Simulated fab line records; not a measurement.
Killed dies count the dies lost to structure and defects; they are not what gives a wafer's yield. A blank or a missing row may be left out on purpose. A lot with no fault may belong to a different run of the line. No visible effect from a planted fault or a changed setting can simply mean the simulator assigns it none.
The tool behind it: which one?	flow sfq line	route of 325 steps, sampled at 1 step: 13 lots, 39 wafers

## WHAT THE GAUGES SHOWED, per wafer
No reading from a measuring or inspecting step in the record can be judged against a usual standard deviation.

## WHICH TOOL RAN EACH LOT (tool, then ch and the chambers of the sampled wafers, then the start)
lot	SFQ_TRILAYER_R5_DEP_SPUTTER_132
L937	pvd sputter-04, day 57 08:43
L938	pvd sputter-06, day 57 09:55
L939	pvd sputter-04, day 57 20:38
L940	pvd sputter-06, day 63 07:55
L941	pvd sputter-03, day 63 10:55
L942	pvd sputter-06, day 64 01:55
L943	pvd sputter-06, day 64 12:42
L944	pvd sputter-06, day 64 19:55
L945	pvd sputter-06, day 65 23:27
L946	pvd sputter-03, day 66 00:39
L951	pvd sputter-06, day 71 02:39
L955	pvd sputter-06, day 71 21:51
L958	pvd sputter-04, day 73 08:32
- SFQ_TRILAYER_R5_DEP_SPUTTER_132: material Ti, target thk 5 nm, time 5 s.

## WHAT THE TOOLS THEMSELVES READ (means of the sampled wafers that have a number; where no wafer has one, the mark that the record gives instead)
SFQ_TRILAYER_R5_DEP_SPUTTER_132.
lot	tool	cathode dc power W (W)	throttle valve pct (%)
L937	pvd sputter-04	1999.8	30.8
L938	pvd sputter-06	1999.8	30.1
L939	pvd sputter-04	1999.9	30.9
L940	pvd sputter-06	1999.8	30.0
L941	pvd sputter-03	1999.8	29.2
L942	pvd sputter-06	2000.1	29.3
L943	pvd sputter-06	2000.0	29.2
L944	pvd sputter-06	1999.7	30.0
L945	pvd sputter-06	2000.1	30.2
L946	pvd sputter-03	1999.9	29.0
L951	pvd sputter-06	1999.9	30.1
L955	pvd sputter-06	2021.0	29.3
L958	pvd sputter-04	2000.1	30.6

## THE ANSWER, worked out from the rows above alone
Rule: the usual values come from the lots themselves. The widest of any qualifying gaps counts: lots, ordered by their means at a reading, are off when they make up no more than a third of the lots, leave a main group of 4 or more, and stand apart from it by 3 or more times the standard deviation of that group's means. A main group whose means are all the same, to the digits that the tables above print for the reading, isn't used. A lot without any number at a reading at which 4 lots or more have one is off too. Any other lot the step has rows for is counted as sound. The gauges are gone through in route order, then the tools' own readings, and for those a lot's mean is taken as printed above. At the first step where some lot is off, the reading lying furthest off is the one used; lots without a number count as furthest.
Off: L955, at SFQ_TRILAYER_R5_DEP_SPUTTER_132 (cathode dc power W). The main group: mean 1999.9 W, standard deviation 0.13.
A tool fits if, at that step or a process step before it, it ran every lot that is off, and no sound lot after the first of them. One fits: pvd sputter-06 at SFQ_TRILAYER_R5_DEP_SPUTTER_132. A fault onset in the window from L951 (day 71 02:39, its last sound lot) to L955 (day 71 21:51, its first lot off) fits.
On the lots that are off, the tool's own readings at SFQ_TRILAYER_R5_DEP_SPUTTER_132 differ by more than 5 times the standard deviation of the sound lots' means, which bears it out; cathode dc power W reads 2021.0 W there versus 1999.9 W on the sound lots.

## WHAT THE SIMULATOR PUT IN
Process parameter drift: pvd sputter-06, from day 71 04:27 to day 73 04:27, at SFQ_TRILAYER_R5_DEP_SPUTTER_132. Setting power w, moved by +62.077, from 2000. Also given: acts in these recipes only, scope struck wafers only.
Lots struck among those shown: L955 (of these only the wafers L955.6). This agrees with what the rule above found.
